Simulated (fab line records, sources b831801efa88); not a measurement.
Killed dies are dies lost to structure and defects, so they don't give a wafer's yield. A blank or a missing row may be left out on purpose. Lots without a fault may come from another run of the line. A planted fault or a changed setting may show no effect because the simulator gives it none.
Problem report in the 8D (eight disciplines) form, filled by code | flow gf180mcu | the parts of the form that need people (team, actions taken, sign-off) are left out

1. THE PROBLEM
MVPSD_RS at GF_VT_IMPLANT_RS_MEAS_49 reads a mean of 1222.9 ohm/sq on 3 wafers of 3 lots; wafers without a fault read 1169.1 ohm/sq with a standard deviation of 2.2. That is +24 standard deviations from the usual mean.
The step: measures by four-point-probe.
First seen on wafer L363.4, day 11 09:38, on film_metro-02. The record holds 38 wafers of 14 lots with a number at this step. Rule for "out", or "out of limits": more than 4 standard deviations from the usual mean. The other wafers with a number count as sound.

2. WHAT IT IS AND WHAT IT IS NOT
question                    | is                                          | is not
which readings at this step | MVPSD_RS                                    | -
which lots                  | L363, L368, L370                            | L349, L350, L351, L352, L353, L356, L357, L358, L359, L361, L372
which wafers of those lots  | L363.4, L368.4, L370.6                      | L368.3, L370.3
read on which gauges        | film_metro-01, film_metro-02, film_metro-03 | -
when                        | from day 11 09:38                           | up to then (30 sound wafers); but 5 sound wafers of L368, L370, L372 came after

3. SUSPECTS, AND WHAT RULES EACH OUT
Counting: a tool at a process step up to the reading stays a suspect if it ran every lot that is out. Sound lots after the first of them don't rule it out here, since some wafers of a struck lot are sound.
- the gauge at GF_VT_IMPLANT_RS_MEAS_49: ruled out. The wafers that are out were read on 3 gauges (film_metro-01, film_metro-02, film_metro-03).
- plasma_asher-04 at GF_MVSD_STRIP_10 (strips in O2/N2): kept. It ran every lot that is out, first L363 (day 7 17:56); its last sound lot up to then is L358 (day 6 16:28).
- implanter-02 at GF_MVPSD_IMPLANT_09: kept. It ran every lot that is out, first L363 (day 8 10:26); its last sound lot up to then is L361 (day 8 02:24). Its own readings are out on those wafers: beam_on_s, faraday_current_uA.
Left after counting: plasma_asher-04 at GF_MVSD_STRIP_10, implanter-02 at GF_MVPSD_IMPLANT_09.

4. THE CAUSE (what the simulator had put in)
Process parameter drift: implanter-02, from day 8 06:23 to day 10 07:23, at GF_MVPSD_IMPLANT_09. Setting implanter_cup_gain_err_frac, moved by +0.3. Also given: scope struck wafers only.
Counting left 2 suspects, and this tool is among them.

5. THE CHAIN OF EFFECTS, in route order
Each row: a reading whose mean over the struck wafers that have a number lies more than 3 standard deviations from the usual. Only readings for which the record gives a usual standard deviation are gone through. hours: the time from each lot's start at the first step in this table that gives one to its start at this step, as a median over the lots. sigmas: the change in usual standard deviations.
hours | step                     | reading            | usual         | on struck wafers | change | sigmas
0     | GF_MVPSD_IMPLANT_09      | beam_on_s          | 9.99 s        | 7.63             | -2.36  | -11
0     | GF_MVPSD_IMPLANT_09      | faraday_current_uA | 28.2          | 37.0             | +8.8   | +15
77    | GF_VT_IMPLANT_RS_MEAS_49 | MVPSD_RS           | 1169.1 ohm/sq | 1222.9           | +53.8  | +24
The process steps in it:
- GF_MVPSD_IMPLANT_09

6. WHAT WOULD HAVE CAUGHT IT SOONER
In this record the first reading out of limits at a measuring or inspecting step was taken at day 11 09:38, 75 hours after the fault began at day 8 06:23.
The tool's own readings at GF_MVPSD_IMPLANT_09 were out on every struck wafer that the step has a row for (beam_on_s, faraday_current_uA): an alarm limit on them would have fired on the first of those.
All the lots that are out (3) had begun GF_MVPSD_IMPLANT_09 on implanter-02 by day 11 09:38. A hold on the tool at that time would have spared none of them.
